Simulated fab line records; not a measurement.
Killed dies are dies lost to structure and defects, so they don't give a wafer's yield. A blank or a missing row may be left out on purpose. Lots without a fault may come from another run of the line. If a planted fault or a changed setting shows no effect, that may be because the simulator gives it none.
Lot-split experiment / flow sky130 / 5 lots, 23 wafers read, on a route of 708 steps

## THE SPLIT
At SKY_LDD_HVN_COAT_02 (resist thk 300 nm), the setting resist_thk_nm was moved away from the recipe's 300 nm on 9 of the 23 wafers read, by +2.5% to +4.8%. For the rest of the wafers, this setting stayed at what the recipe calls for.

The reading is taken at the split's own step.

## THE READING
NOVOLAK_of_LDD_HVN_COAT_02.thk_nm (the simulator's own value, which no gauge read), in nm, at SKY_LDD_HVN_COAT_02 (resist thk 300 nm). The file does not state a usual value for it. Average 299.7 nm, standard deviation 0.54 nm, over the 14 wafers here run with the recipe.

wafer=L074.1; tool, chamber at the split=litho_track-01, 0; resist_thk_nm as run, nm=300; against the recipe=recipe; NOVOLAK_of_LDD_HVN_COAT_02.thk_nm, nm=299.3; against lot-mates on the recipe=-
wafer=L074.3; tool, chamber at the split=litho_track-01, 0; resist_thk_nm as run, nm=300; against the recipe=recipe; NOVOLAK_of_LDD_HVN_COAT_02.thk_nm, nm=299.3; against lot-mates on the recipe=-
wafer=L074.2; tool, chamber at the split=litho_track-01, 0; resist_thk_nm as run, nm=300; against the recipe=recipe; NOVOLAK_of_LDD_HVN_COAT_02.thk_nm, nm=298.7; against lot-mates on the recipe=-
wafer=L074.5; tool, chamber at the split=litho_track-01, 0; resist_thk_nm as run, nm=300; against the recipe=recipe; NOVOLAK_of_LDD_HVN_COAT_02.thk_nm, nm=299.6; against lot-mates on the recipe=-
wafer=L074.6; tool, chamber at the split=litho_track-01, 0; resist_thk_nm as run, nm=300; against the recipe=recipe; NOVOLAK_of_LDD_HVN_COAT_02.thk_nm, nm=299.6; against lot-mates on the recipe=-
wafer=L076.1; tool, chamber at the split=litho_track-02, 0; resist_thk_nm as run, nm=300; against the recipe=recipe; NOVOLAK_of_LDD_HVN_COAT_02.thk_nm, nm=300.2; against lot-mates on the recipe=-
wafer=L076.2; tool, chamber at the split=litho_track-02, 0; resist_thk_nm as run, nm=300; against the recipe=recipe; NOVOLAK_of_LDD_HVN_COAT_02.thk_nm, nm=300.9; against lot-mates on the recipe=-
wafer=L076.5; tool, chamber at the split=litho_track-02, 0; resist_thk_nm as run, nm=300; against the recipe=recipe; NOVOLAK_of_LDD_HVN_COAT_02.thk_nm, nm=299.9; against lot-mates on the recipe=-
wafer=L080.2; tool, chamber at the split=litho_track-02, 0; resist_thk_nm as run, nm=300; against the recipe=recipe; NOVOLAK_of_LDD_HVN_COAT_02.thk_nm, nm=300.2; against lot-mates on the recipe=-
wafer=L080.3; tool, chamber at the split=litho_track-02, 0; resist_thk_nm as run, nm=314.4; against the recipe=+4.8%; NOVOLAK_of_LDD_HVN_COAT_02.thk_nm, nm=313.9; against lot-mates on the recipe=+14.1
wafer=L080.4; tool, chamber at the split=litho_track-02, 0; resist_thk_nm as run, nm=314.4; against the recipe=+4.8%; NOVOLAK_of_LDD_HVN_COAT_02.thk_nm, nm=314.1; against lot-mates on the recipe=+14.3
wafer=L080.5; tool, chamber at the split=litho_track-02, 0; resist_thk_nm as run, nm=300; against the recipe=recipe; NOVOLAK_of_LDD_HVN_COAT_02.thk_nm, nm=299.4; against lot-mates on the recipe=-
wafer=L080.6; tool, chamber at the split=litho_track-02, 0; resist_thk_nm as run, nm=314.4; against the recipe=+4.8%; NOVOLAK_of_LDD_HVN_COAT_02.thk_nm, nm=313.8; against lot-mates on the recipe=+14.0
wafer=L079.1; tool, chamber at the split=litho_track-01, 0; resist_thk_nm as run, nm=300; against the recipe=recipe; NOVOLAK_of_LDD_HVN_COAT_02.thk_nm, nm=300.1; against lot-mates on the recipe=-
wafer=L079.2; tool, chamber at the split=litho_track-01, 0; resist_thk_nm as run, nm=300; against the recipe=recipe; NOVOLAK_of_LDD_HVN_COAT_02.thk_nm, nm=300.1; against lot-mates on the recipe=-
wafer=L079.3; tool, chamber at the split=litho_track-01, 0; resist_thk_nm as run, nm=307.6; against the recipe=+2.5%; NOVOLAK_of_LDD_HVN_COAT_02.thk_nm, nm=307.9; against lot-mates on the recipe=+7.8
wafer=L079.4; tool, chamber at the split=litho_track-01, 0; resist_thk_nm as run, nm=307.6; against the recipe=+2.5%; NOVOLAK_of_LDD_HVN_COAT_02.thk_nm, nm=307.1; against lot-mates on the recipe=+7.0
wafer=L079.5; tool, chamber at the split=litho_track-01, 0; resist_thk_nm as run, nm=307.6; against the recipe=+2.5%; NOVOLAK_of_LDD_HVN_COAT_02.thk_nm, nm=307.7; against lot-mates on the recipe=+7.6
wafer=L083.1; tool, chamber at the split=litho_track-01, 0; resist_thk_nm as run, nm=300; against the recipe=recipe; NOVOLAK_of_LDD_HVN_COAT_02.thk_nm, nm=299.8; against lot-mates on the recipe=-
wafer=L083.2; tool, chamber at the split=litho_track-01, 0; resist_thk_nm as run, nm=307.7; against the recipe=+2.6%; NOVOLAK_of_LDD_HVN_COAT_02.thk_nm, nm=307.3; against lot-mates on the recipe=+7.8
wafer=L083.3; tool, chamber at the split=litho_track-01, 0; resist_thk_nm as run, nm=307.7; against the recipe=+2.6%; NOVOLAK_of_LDD_HVN_COAT_02.thk_nm, nm=307.9; against lot-mates on the recipe=+8.4
wafer=L083.5; tool, chamber at the split=litho_track-01, 0; resist_thk_nm as run, nm=307.7; against the recipe=+2.6%; NOVOLAK_of_LDD_HVN_COAT_02.thk_nm, nm=307.2; against lot-mates on the recipe=+7.7
wafer=L083.6; tool, chamber at the split=litho_track-01, 0; resist_thk_nm as run, nm=300; against the recipe=recipe; NOVOLAK_of_LDD_HVN_COAT_02.thk_nm, nm=299.1; against lot-mates on the recipe=-

FIT RESULTS
A straight line over all 23 wafers: NOVOLAK_of_LDD_HVN_COAT_02.thk_nm changes by +2.99 nm for each +1% of resist_thk_nm; r = +1.00; the points scatter about the line by 0.49 nm.
The same after taking each lot's own level away (the mean of its wafers on the recipe; 23 wafers): +2.97 nm for each +1%; r = +1.00; scatter 0.37 nm.
That fit puts the effect of the largest move of resist_thk_nm on the reading at 14 nm.
Measured against the standard deviation above, the lots' own levels, which go from 299.30 to 300.33 nm, span 1.9 times it.
The two slopes are in agreement: the lot-to-lot level therefore moves the slope only a little.
Check: +14.3 nm against its lot-mates is what the line predicts for one of the wafers moved furthest among these (+4.8%) when that wafer is left out of the fit. It came out at +14.1 nm against them.

## FURTHER SPLITS ON THESE WAFERS
These wafers also went through other splits before the reading. Each is held against what the fit with the lots' levels taken away leaves over:
other split on the same wafers=SKY_RES_PROTECT_EXPOSE_04 dose_mj; wafers away from the commonest value=5; r with NOVOLAK_of_LDD_HVN_COAT_02.thk_nm (lot level and that fit taken away)=+0.06
other split on the same wafers=SKY_LDD_N_COAT_02 spin_rpm; wafers away from the commonest value=4; r with NOVOLAK_of_LDD_HVN_COAT_02.thk_nm (lot level and that fit taken away)=+0.08
other split on the same wafers=SKY_LDD_N_IMPLANT_09 energy_kev; wafers away from the commonest value=8; r with NOVOLAK_of_LDD_HVN_COAT_02.thk_nm (lot level and that fit taken away)=-0.18

## THE WHOLE CHAIN: every reading that the file lists as answering this split, in the file's order
step=SKY_LDD_HVN_COAT_02; what it does=resist thk 300 nm; reading=NOVOLAK_of_LDD_HVN_COAT_02.thk_nm (the simulator's own value, which no gauge read); change (the file's fit)=+2.99 nm for each +1% of the setting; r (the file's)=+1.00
step=SKY_LDD_HVN_STRIP_09; what it does=strips in O2/N2; reading=strip_time_to_endpoint_s; change (the file's fit)=withheld for each +1% of the setting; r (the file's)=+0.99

## FILE'S OWN FIT
NOVOLAK_of_LDD_HVN_COAT_02.thk_nm changes by +2.99 nm for each +1% of resist_thk_nm, r = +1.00.
